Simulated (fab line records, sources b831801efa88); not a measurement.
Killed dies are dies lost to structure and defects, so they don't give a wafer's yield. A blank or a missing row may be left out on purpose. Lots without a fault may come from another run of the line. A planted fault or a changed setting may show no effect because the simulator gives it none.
fab line records | flow gf180mcu
record lots=13 wafers=39 last_day=34
route steps=602 shown NSD@245 CONTACT@291 M1@331
lots that met no fault: from a run of the same line without faults
start_h: hours from the record's first day to the start of the lot's first wafer shown | wait_h: hours since the lot's step before | " the same as in the row above | L1.1+2: a row that stands for several wafers | - no value, or no start given | * or withheld: withheld | < > ~ a bound
route shown NAME@n: a module of which the file shows steps, and the number in the route of the first | usual: mean/standard deviation of fault-free wafers | same: alike in all rows | chamber/n: place in a boat | sites: the reading at each site | _std_site: their standard deviation | _edge_site: outer sites' mean less inner sites' | radius_mm: how far each site lies from the wafer's centre | mask NAME#n: copy n | behind: the tool/chamber that last shaped the wafer | hold: why the lot was held/for how many hours/how that ended | device: the transistor (n, p or np) that didn't switch | end of line: the same wafers' tests at the end of the route | a step without rows: its recipe alone | killed: dies lost to structure and defects at the first sort, not the wafer's yield | map: a wafer's dies, x killed, . not, _ none there
set.NAME: the setting as run; set.NAME@STEP: as run at that earlier step | model.NAME: the simulator's own value behind a step, which no gauge read
steps of the route over a sample of lots; a table a step, a row a wafer
services: from which hour (start_h, from the record's first day; less than 0 if before it) a tool's chamber was out of use, for how many hours, and why
## steps
# step GF_NSD_IMPLANT_10
# recipe species=P energy_kev=40 dose_cm2=5e+14 tilt_deg=7
# usual beam_energy_keV=40.003/0.014 tilt_deg=7.005/0.02
# columns lot.wafer tool chamber start_h wait_h beam_energy_keV tilt_deg
L948.3 implanter-03 0 296.98 0.1 40.005 6.988
L948.4 " 0 " " 40.019 7.020
L948.5 " 0 " " 40.004 7.030
L949.3 implanter-02 0 313.98 0.1 40.020 7.015
L949.4 " 0 " " 40.033 7.059
L949.5 " 0 " " 40.025 7.015
L950.2 implanter-03 0 320.60 0.1 40.015 7.011
L950.4 " 0 " " 40.016 7.006
L950.5 " 0 " " 39.989 6.981
L951.2 implanter-03 0 327.40 0.1 39.986 7.048
L951.3 " 0 " " 39.976 7.031
L951.5 " 0 " " 39.986 7.020
L952.3 implanter-02 0 339.58 0.1 40.000 7.000
L952.4 " 0 " " 39.999 6.986
L952.5 " 0 " " 40.010 6.977
L953.2 implanter-03 0 351.65 0.1 40.002 7.026
L953.5 " 0 " " 40.024 6.978
L953.6 " 0 " " 40.013 7.012
L954.2 implanter-02 0 357.60 0.1 40.014 6.986
L954.3 " 0 " " 40.024 7.029
L954.6 " 0 " " 40.035 6.997
L955.2 implanter-04 0 359.75 0.1 40.004 6.998
L955.3 " 0 " " 40.005 7.006
L955.6 " 0 " " 40.011 7.010
L964.2 implanter-03 0 434.25 0.1 38.564 6.989
L964.3 " 0 " " 38.566 7.004
L964.5 " 0 " " 38.572 7.007
L965.1 implanter-03 0 442.77 0.1 38.569 6.995
L965.5 " 0 " " 38.586 7.007
L965.6 " 0 " " 38.590 6.997
L968.1 implanter-04 0 466.57 0.1 39.992 7.003
L968.4 " 0 " " 40.013 7.007
L968.5 " 0 " " 40.007 7.024
L969.2 implanter-02 0 478.89 0.1 39.997 7.036
L969.3 " 0 " " 39.993 7.023
L969.4 " 0 " " 39.997 6.980
L971.1 implanter-02 0 492.17 0.1 40.000 6.994
L971.2 " 0 " " 40.008 7.012
L971.3 " 0 " " 40.009 6.987
# step GF_PSD_RS_MEAS_14
# recipe thk_meas_gauge=four-point-probe
# usual NSD_RS=46.11/0.1
# columns lot.wafer tool chamber start_h wait_h NSD_RS[ohm/sq]
L948.3 film_metro-02 - 317.81 0.1 46.26
L948.4 " - " " 46.16
L948.5 " - " " 46.25
L949.3 film_metro-02 - 336.35 0.1 45.98
L949.4 " - " " 46.00
L949.5 " - " " 46.04
L950.2 film_metro-02 - 343.10 0.1 46.09
L950.4 " - " " 46.20
L950.5 " - " " 46.08
L951.2 film_metro-03 - 349.14 0.1 45.94
L951.3 " - " " 45.87
L951.5 " - " " 46.04
L952.3 film_metro-03 - 362.16 0.1 45.95
L952.4 " - " " 45.93
L952.5 " - " " 45.86
L953.2 film_metro-02 - 374.73 0.1 46.11
L953.5 " - " " 46.17
L953.6 " - " " 46.01
L954.2 film_metro-02 - 380.74 0.1 46.25
L954.3 " - " " 46.30
L954.6 " - " " 46.16
L955.2 film_metro-04 - 383.05 0.1 46.17
L955.3 " - " " 46.14
L955.6 " - " " 46.07
L964.2 film_metro-04 - 459.65 0.1 46.64
L964.3 " - " " 46.58
L964.5 " - " " 46.73
L965.1 film_metro-04 - 468.15 0.1 46.56
L965.5 " - " " 46.48
L965.6 " - " " 46.42
L968.1 film_metro-03 - 491.93 0.1 46.04
L968.4 " - " " 45.99
L968.5 " - " " 45.99
L969.2 film_metro-03 - 503.99 0.1 46.05
L969.3 " - " " 46.07
L969.4 " - " " 46.03
L971.1 film_metro-03 - 516.87 0.1 46.16
L971.2 " - " " 45.96
L971.3 " - " " 45.99
# step GF_CONTACT_CMP_04
# recipe material=SiO2 down_force_psi=4 platen_rpm=60 pad_velocity_m_s=0.94248
# usual head_pressure_psi=3.999/0.0078 motor_current_A=11.7/1.2 time_to_endpoint_s=115/8.1
# columns lot.wafer tool chamber start_h wait_h head_pressure_psi motor_current_A time_to_endpoint_s
L948.4 cmp-02 0 339.92 0.1 4.004 9.8 132
L948.3 " 1 " " 3.995 14.2 118
L948.5 " 3 " " 4.005 12.3 124
L949.4 cmp-02 0 359.80 0.0 3.988 9.8 132
L949.3 " 1 " " 4.002 13.1 128
L949.5 " 1 " " 3.992 12.5 132
L950.4 cmp-01 2 366.25 0.1 4.010 10.2 118
L950.2 " 3 " " 3.994 11.6 115
L950.5 " 2 " " 4.006 10.1 124
L951.2 cmp-01 1 372.90 0.0 3.998 12.1 110
L951.3 " 2 " " 4.012 9.9 110
L951.5 " 1 " " 4.004 12.1 118
L952.4 cmp-01 2 385.69 0.2 3.997 10.6 109
L952.3 " 1 " " 3.995 11.8 102
L952.5 " 2 " " 3.992 9.8 109
L953.2 cmp-01 0 399.64 0.2 3.999 12.6 110
L953.5 " 1 " " 3.995 12.1 114
L953.6 " 2 " " 4.010 10.4 114
L954.3 cmp-01 0 406.90 1.4 3.999 12.5 110
L954.2 " 1 " " 3.992 11.7 109
L954.6 " 2 " " 3.995 10.4 113
L955.3 cmp-01 1 408.05 0.7 4.013 11.2 110
L955.2 " 2 " " 4.007 10.2 107
L955.6 " 1 " " 3.999 11.8 117
L964.3 cmp-01 2 485.39 0.1 3.998 10.5 101
L964.2 " 3 " " 3.986 11.3 103
L964.5 " 1 " " 4.010 11.9 114
L965.1 cmp-02 2 493.89 0.1 3.993 11.4 125
L965.6 " 1 " " 3.997 13.9 118
L965.5 " 2 " " 4.000 11.0 127
L968.1 cmp-02 0 516.88 0.1 4.005 9.6 111
L968.4 " 1 " " 4.011 12.9 117
L968.5 " 2 " " 4.003 11.6 124
L969.3 cmp-01 2 528.81 0.0 3.994 10.1 100
L969.4 " 3 " " 4.000 11.5 101
L969.2 " 1 " " 4.009 12.0 104
L971.3 cmp-02 3 541.84 0.0 4.003 12.9 107
L971.1 " 0 " " 4.000 9.6 113
L971.2 " 1 " " 3.994 12.9 106
# step GF_CONTACT_THK_MEAS_26
# recipe thk_meas_gauge=xrf reads=W_of_CONTACT_CVD_24
# usual CONTACT_W_THK=303/4.5
# columns lot.wafer tool chamber start_h wait_h CONTACT_W_THK[nm]
L948.3 film_metro-03 - 363.29 0.1 309
L948.4 " - " " 308
L948.5 " - " " 310
L949.3 film_metro-03 - 384.01 0.1 310
L949.4 " - " " 311
L949.5 " - " " 309
L950.2 film_metro-04 - 389.79 0.1 305
L950.4 " - " " 301
L950.5 " - " " 300
L951.2 film_metro-03 - 396.91 0.1 311
L951.3 " - " " 310
L951.5 " - " " 308
L952.3 film_metro-03 - 410.41 0.1 308
L952.4 " - " " 305
L952.5 " - " " 304
L953.2 film_metro-04 - 424.68 0.1 299
L953.5 " - " " 296
L953.6 " - " " 301
L954.2 film_metro-03 - 432.38 0.1 308
L954.3 " - " " 295
L954.6 " - " " 296
L955.2 film_metro-04 - 433.33 0.1 294
L955.3 " - " " 305
L955.6 " - " " 294
L964.2 film_metro-01 - 510.43 0.1 302
L964.3 " - " " 305
L964.5 " - " " 304
L965.1 film_metro-03 - 518.82 0.1 303
L965.5 " - " " 301
L965.6 " - " " 303
L968.1 film_metro-04 - 541.90 0.1 310
L968.4 " - " " 306
L968.5 " - " " 311
L969.2 film_metro-03 - 553.54 0.1 302
L969.3 " - " " 303
L969.4 " - " " 304
L971.1 film_metro-04 - 565.06 0.1 307
L971.2 " - " " 304
L971.3 " - " " 301
# step GF_M1_METAL_ETCH_16
# recipe chemistry=Cl2/BCl3 mask_material=KrF target_depth_nm=750.8 stop_on=SiO2 pressure_mtorr=8 icp_w=800 bias_w=140 Cl2_flow_sccm=80 bcl3_flow_sccm=40 time_s=125.1
# usual drypump_motor_current_A=6.0/0.31 oes_product_au=0.988/0.007 rf_fwd_power_W=796.0/2.8 throttle_valve_pct=28.232/0.011
# columns lot.wafer tool chamber start_h wait_h drypump_motor_current_A oes_product_au rf_fwd_power_W rf_hours_counter_h throttle_valve_pct
L948.3 rie_metal-03 1 387.02 0.1 5.9 1.000 799.8 - 28.234
L948.4 " 0 " " 6.7 0.983 794.8 - 28.241
L948.5 " 1 " " 5.9 0.988 799.8 - 28.246
L949.3 rie_metal-03 0 407.41 0.1 6.7 0.990 798.3 - 28.229
L949.4 " 1 " " 5.9 0.992 794.7 - 28.227
L949.5 " 1 " " 5.9 0.996 791.9 - 28.221
L950.2 rie_metal-02 1 414.22 0.0 6.1 0.989 797.1 7.1 28.227
L950.4 " 1 " " 6.1 0.993 797.6 - 28.238
L950.5 " 1 " " 6.1 0.997 801.9 - 28.233
L951.2 rie_metal-01 1 420.98 0.0 5.8 0.992 796.2 6.0 28.229
L951.3 " 0 " " 5.8 0.980 793.1 - 28.239
L951.5 " 0 " " 5.8 0.981 796.8 - 28.236
L952.3 rie_metal-03 0 435.11 0.1 6.7 0.987 801.2 - 28.221
L952.4 " 1 " " 5.9 0.996 796.5 - 28.228
L952.5 " 0 " " 6.7 0.991 798.7 - 28.233
L953.2 rie_metal-03 0 451.32 0.1 6.7 0.993 796.1 - 28.234
L953.5 " 0 " " 6.7 0.987 796.4 - 28.248
L953.6 " 0 " " 6.7 0.985 799.1 - 28.224
L954.2 rie_metal-03 0 457.72 0.1 6.7 0.982 795.4 - 28.222
L954.3 " 0 " " 6.7 0.993 797.7 - 28.233
L954.6 " 0 " " 6.7 0.996 794.5 - 28.231
L955.2 rie_metal-02 0 458.62 0.0 6.1 0.991 792.9 7.2 28.239
L955.3 " 0 " " 6.1 0.976 794.5 - 28.248
L955.6 " 1 " " 6.1 0.988 798.0 - 28.238
L964.2 rie_metal-02 0 534.87 0.0 6.1 0.988 795.7 9.0 28.234
L964.3 " 0 " " 6.1 0.993 794.5 - 28.231
L964.5 " 0 " " 6.1 0.979 794.4 - 28.242
L965.1 rie_metal-01 0 542.37 0.0 5.8 0.987 792.0 10.3 28.237
L965.5 " 1 " " 5.8 0.993 795.6 - 28.227
L965.6 " 0 " " 5.8 0.975 794.7 - 28.255
L968.1 rie_metal-02 1 564.63 0.0 6.1 0.988 795.9 10.7 28.228
L968.4 " 1 " " 6.0 0.991 798.9 - 28.220
L968.5 " 0 " " 6.1 0.976 791.9 - 28.236
L969.2 rie_metal-02 1 575.87 0.0 6.1 0.994 799.7 11.0 28.212
L969.3 " 1 " " 6.0 0.995 799.8 - 28.226
L969.4 " 0 " " 6.1 0.974 792.6 - 28.259
L971.1 rie_metal-02 0 587.68 0.0 6.1 0.981 791.8 10.4 28.248
L971.2 " 1 " " 6.1 0.991 796.6 11.3 28.234
L971.3 " 0 " " 6.1 0.981 791.8 - 28.239
## services
# columns tool chamber start_h hours kind
cmp-01 - 277.20 1.2 repair
implanter-04 - 279.67 23.8 repair
cmp-01 - 290.85 2.3 repair
implanter-02 - 294.31 2.3 repair
implanter-02 - 295.19 3.7 repair
cmp-01 - 295.86 1.4 repair
rie_metal-01 1 304.48 3.0 repair
rie_metal-02 - 333.11 0.2 repair
cmp-02 - 355.56 0.9 repair
implanter-02 - 375.52 3.2 pm
cmp-02 - 383.33 3.7 pm
implanter-03 - 386.93 19.4 repair
cmp-01 - 401.22 1.1 repair
cmp-02 - 404.16 4.0 pm
cmp-02 - 420.19 5.4 pm
cmp-01 - 420.34 3.9 repair
implanter-03 - 427.66 0.8 repair
rie_metal-03 - 442.30 2.8 pm
implanter-03 - 449.03 5.8 pm
rie_metal-02 - 455.68 2.3 repair
rie_metal-02 - 554.44 2.8 pm
cmp-01 - 565.42 5.0 pm
implanter-03 - 570.96 4.0 pm
cmp-01 - 572.00 4.0 pm
## key
first_sign step=GF_NSD_IMPLANT_10 reading=beam_energy_keV direction=down sigmas=99+ usual=40.003 struck=38.574
effect step=GF_PSD_RS_MEAS_14 reading=NSD_RS direction=up sigmas=4.6 usual=46.11 struck=46.57
met_at GF_NSD_IMPLANT_10
struck_lots L964,L965
tester_left_out L964,L965
not_acting_at GF_CONTACT_CMP_04,GF_CONTACT_THK_MEAS_26,GF_M1_METAL_ETCH_16
onset_between 351.65 434.25
fault kind=process_parameter_drift tool=implanter-03 chamber=- onset_h=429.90 steps=GF_NSD_IMPLANT_10 channel=energy_kev offset=-1.4381 shape=step end_h=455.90 acts_in=these_recipes_only stated=40
# tester_left_out: of these lots the tester's yield and bins aren't shown, on N5 and GAA mostly nor the transistor test; their killed dies are dies lost to structure and defects alone, not to doping, threshold or leakage, so they don't give the yield
